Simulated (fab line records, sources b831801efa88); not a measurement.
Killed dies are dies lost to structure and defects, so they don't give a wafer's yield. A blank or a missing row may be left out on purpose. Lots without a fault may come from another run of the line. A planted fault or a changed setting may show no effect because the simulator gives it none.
fab line records | flow gf180mcu | part 2 of 2: steps 29 to 35 of 35
record lots=5 wafers=15 last_day=36
route steps=602 shown M2@380 V2@382 M3@409
lots that met no fault: from a run of the same line without faults
start_h: hours from the record's first day to the start of the lot's first wafer shown | wait_h: hours since the lot's step before | " the same as in the row above | L1.1+2: a row that stands for several wafers | - no value, or no start given | * or withheld: withheld | < > ~ a bound
route shown NAME@n: a module of which the file shows steps, and the number in the route of the first | usual: mean/standard deviation of fault-free wafers | same: alike in all rows | chamber/n: place in a boat | sites: the reading at each site | _std_site: their standard deviation | _edge_site: outer sites' mean less inner sites' | radius_mm: how far each site lies from the wafer's centre | mask NAME#n: copy n | behind: the tool/chamber that last shaped the wafer | hold: why the lot was held/for how many hours/how that ended | device: the transistor (n, p or np) that didn't switch | end of line: the same wafers' tests at the end of the route | a step without rows: its recipe alone | killed: dies lost to structure and defects at the first sort, not the wafer's yield | map: a wafer's dies, x killed, . not, _ none there
set.NAME: the setting as run; set.NAME@STEP: as run at that earlier step | model.NAME: the simulator's own value behind a step, which no gauge read
lots at some steps of the route; a table a step, a row a wafer
services: from which hour (start_h, from the record's first day; less than 0 if before it) a tool's chamber was out of use, for how many hours, and why
## steps
# step GF_V2_CMP_26
# recipe stop_on=SiO2 down_force_psi=3.5 platen_rpm=60 t_overpolish_s=15 target_thk_nm=0 pad_velocity_m_s=0.94248
# usual motor_current_A=10.6/0.71 overpolish_run_s=15.000/0.0085 platen_rpm=60.00/0.039 time_to_endpoint_s=84/4.8
# same t_overpolish_s=15
# columns lot.wafer tool chamber start_h wait_h motor_current_A overpolish_run_s platen_rpm time_to_endpoint_s
L077.3 cmp-02 0 545.10 0.0 10.1 14.979 60.02 78
L077.1 " 1 " " 10.2 15.019 60.05 84
L077.6 " 0 " " 10.7 14.998 59.95 78
L091.3 cmp-01 3 649.99 0.2 12.3 15.004 59.94 91
L091.4 " 1 " " 10.6 14.996 60.05 78
L091.5 " 0 " " 11.5 15.001 59.94 84
L094.3 cmp-01 1 664.73 0.1 9.8 15.018 59.97 80
L094.1 " 2 " " 10.7 14.999 59.99 83
L094.5 " 1 " " 10.5 15.008 60.03 78
L095.1 cmp-01 1 670.73 0.3 10.0 14.992 60.09 74
L095.3 " 2 " " 10.6 15.001 59.92 79
L095.4 " 3 " " 12.0 14.994 60.03 88
L097.2 cmp-01 3 678.92 0.0 12.0 15.000 60.02 98
L097.1 " 2 " " 10.7 15.005 60.00 91
L097.5 " 3 " " 11.9 15.012 60.02 97
# step GF_M3_SPUTTER_00
# recipe material=Ti target_thk_nm=37.5 arriving_ion_energy_ev=80 substrate_temp_c=200 chamber_pressure_pa=2 power_w=4000 time_s=150
# usual cathode_dc_power_W=4000.0/0.71 throttle_valve_pct=29.9/1.3
# columns lot.wafer tool chamber start_h wait_h cathode_dc_power_W throttle_valve_pct
L077.1 pvd_sputter-01 - 545.40 0.2 3998.8 28.6
L077.3 " - " " 4000.0 30.6
L077.6 " - " " 3998.9 29.9
L091.3 pvd_sputter-02 - 650.29 0.2 4000.2 29.3
L091.4 " - " " 3998.8 30.1
L091.5 " - " " 4000.8 27.4
L094.1 pvd_sputter-01 - 665.00 0.2 4001.3 30.7
L094.3 " - " " 3999.4 30.0
L094.5 " - " " 4000.8 30.7
L095.1 pvd_sputter-04 - 670.98 0.2 3999.8 32.4
L095.3 " - " " 3999.6 31.0
L095.4 " - " " 4000.4 29.2
L097.1 pvd_sputter-04 - 679.22 0.1 4000.8 32.3
L097.2 " - " " 3999.9 31.3
L097.5 " - " " 3999.4 30.9
# step GF_M3_SPUTTER_01
# recipe material=TiN target_thk_nm=30 power_w=6500 time_s=25 chamber_pressure_pa=0.4
# usual cathode_dc_power_W=6499.9/1.2 throttle_valve_pct=29.9/1.3
# columns lot.wafer tool chamber start_h wait_h cathode_dc_power_W throttle_valve_pct
L077.1 pvd_sputter-01 - 545.50 0.1 6498.4 29.0
L077.3 " - " " 6499.3 30.5
L077.6 " - " " 6502.3 30.3
L094.1 pvd_sputter-01 - 665.10 0.1 6500.7 30.4
L094.3 " - " " 6502.0 30.1
L094.5 " - " " 6500.8 30.5
L095.1 pvd_sputter-04 - 671.08 0.1 6498.6 32.3
L095.3 " - " " 6501.1 31.2
L095.4 " - " " 6498.0 29.3
L097.1 pvd_sputter-04 - 679.32 0.1 6500.8 32.1
L097.2 " - " " 6500.1 31.0
L097.5 " - " " 6497.9 31.2
L091.3 pvd_sputter-02 - 684.92 34.6 6500.2 29.2
L091.4 " - " " 6500.9 30.0
L091.5 " - " " 6498.1 27.7
# step GF_M3_SPUTTER_02
# recipe material=AlCu target_thk_nm=450 power_w=10600 time_s=23.9 chamber_pressure_pa=0.4
# usual cathode_dc_power_W=10600/2 throttle_valve_pct=29.9/1.3
# columns lot.wafer tool chamber start_h wait_h cathode_dc_power_W throttle_valve_pct
L077.1 pvd_sputter-01 - 545.53 0.0 10597 29.0
L077.3 " - " " 10599 30.4
L077.6 " - " " 10599 30.2
L094.1 pvd_sputter-01 - 665.13 0.0 10602 30.7
L094.3 " - " " 10601 30.1
L094.5 " - " " 10600 30.4
L095.1 pvd_sputter-04 - 671.11 0.0 10599 32.1
L095.3 " - " " 10599 31.1
L095.4 " - " " 10602 29.1
L097.1 pvd_sputter-04 - 679.35 0.0 10601 32.2
L097.2 " - " " 10601 31.0
L097.5 " - " " 10599 31.0
L091.3 pvd_sputter-02 - 684.95 0.0 10599 29.6
L091.4 " - " " 10599 30.1
L091.5 " - " " 10601 27.4
# step GF_M3_SPUTTER_03
# recipe material=Ti target_thk_nm=10 substrate_temp_c=300 chamber_pressure_pa=0.3 power_w=3113 time_s=6.7
# usual cathode_dc_power_W=3112.9/0.55 throttle_valve_pct=29.9/1.3
# columns lot.wafer tool chamber start_h wait_h cathode_dc_power_W throttle_valve_pct
L077.1 pvd_sputter-01 - 545.56 0.0 3112.8 28.8
L077.3 " - " " 3111.9 30.7
L077.6 " - " " 3112.2 30.0
L094.1 pvd_sputter-01 - 665.16 0.0 3113.0 30.7
L094.3 " - " " 3112.7 30.0
L094.5 " - " " 3112.9 30.8
L095.1 pvd_sputter-04 - 671.14 0.0 3112.3 32.2
L095.3 " - " " 3112.8 31.2
L095.4 " - " " 3112.8 29.3
L097.1 pvd_sputter-04 - 679.38 0.0 3113.3 32.3
L097.2 " - " " 3113.4 31.0
L097.5 " - " " 3112.4 31.0
L091.3 pvd_sputter-02 - 684.98 0.0 3113.1 29.5
L091.4 " - " " 3112.6 30.1
L091.5 " - " " 3113.7 27.3
# step GF_M3_SPUTTER_04
# recipe material=TiN target_thk_nm=50 power_w=6500 time_s=41.7 chamber_pressure_pa=0.4
# usual cathode_dc_power_W=6499.9/1.1 throttle_valve_pct=29.9/1.3
# columns lot.wafer tool chamber start_h wait_h cathode_dc_power_W throttle_valve_pct
L077.1 pvd_sputter-01 - 545.58 0.0 6497.8 28.9
L077.3 " - " " 6499.3 30.8
L077.6 " - " " 6500.8 30.3
L094.1 pvd_sputter-01 - 665.18 0.0 6499.9 30.8
L094.3 " - " " 6501.0 29.8
L094.5 " - " " 6499.4 30.7
L095.1 pvd_sputter-04 - 671.16 0.0 6500.2 32.1
L095.3 " - " " 6497.8 31.0
L095.4 " - " " 6498.2 29.2
L097.1 pvd_sputter-04 - 679.40 0.0 6501.9 32.3
L097.2 " - " " 6501.6 31.1
L097.5 " - " " 6499.3 31.4
L091.3 pvd_sputter-02 - 685.01 0.0 6500.1 29.6
L091.4 " - " " 6499.9 30.0
L091.5 " - " " 6497.7 27.7
# step GF_M3_RS_MEAS_05
# recipe thk_meas_gauge=four-point-probe reads=TiN_of_M3_SPUTTER_04+Ti_of_M3_SPUTTER_03+AlCu_of_M3_SPUTTER_02+TiN_of_M3_SPUTTER_01+Ti_of_M3_SPUTTER_00
# usual M3_ALCU_RS=0.0699/0.00084
# columns lot.wafer tool chamber start_h wait_h M3_ALCU_RS[ohm/sq]
L077.1 film_metro-02 - 545.62 0.0 0.0696
L077.3 " - " " 0.0695
L077.6 " - " " 0.0696
L094.1 film_metro-02 - 665.22 0.0 0.0690
L094.3 " - " " 0.0694
L094.5 " - " " 0.0693
L095.1 film_metro-04 - 671.20 0.0 0.0706
L095.3 " - " " 0.0694
L095.4 " - " " 0.0691
L097.1 film_metro-01 - 679.44 0.0 0.0698
L097.2 " - " " 0.0697
L097.5 " - " " 0.0698
L091.3 film_metro-02 - 685.08 0.1 0.0692
L091.4 " - " " 0.0694
L091.5 " - " " 0.0699
## services
# columns tool chamber start_h hours kind
krf_scanner-01 - 495.30 36.0 pm
cmp-01 - 495.85 0.4 repair
rie_diel-01 1 500.01 19.7 repair
cmp-02 - 500.16 5.2 pm
cmp-01 - 505.47 6.8 pm
rie_diel-01 - 510.56 2.8 pm
hdpcvd-01 - 516.78 6.0 pm
cmp-01 - 517.13 1.2 repair
hdpcvd-01 2 530.32 39.7 repair
krf_scanner-02 - 537.38 4.5 repair
pvd_sputter-03 - 541.39 17.5 repair
pvd_sputter-04 - 567.00 1.2 repair
cmp-01 - 569.28 4.2 repair
cmp-01 - 573.50 4.0 pm
hdpcvd-01 0 599.72 18.7 repair
rie_diel-01 3 608.86 13.3 repair
pvd_sputter-04 - 615.24 5.2 repair
krf_scanner-02 - 617.77 1.0 pm
krf_scanner-02 - 624.18 1.3 pm
pvd_sputter-01 - 624.66 13.4 repair
pvd_sputter-02 - 639.13 2.7 repair
krf_scanner-02 - 648.28 0.8 pm
pvd_sputter-01 - 666.43 5.6 repair
pvd_sputter-03 - 674.90 7.8 repair
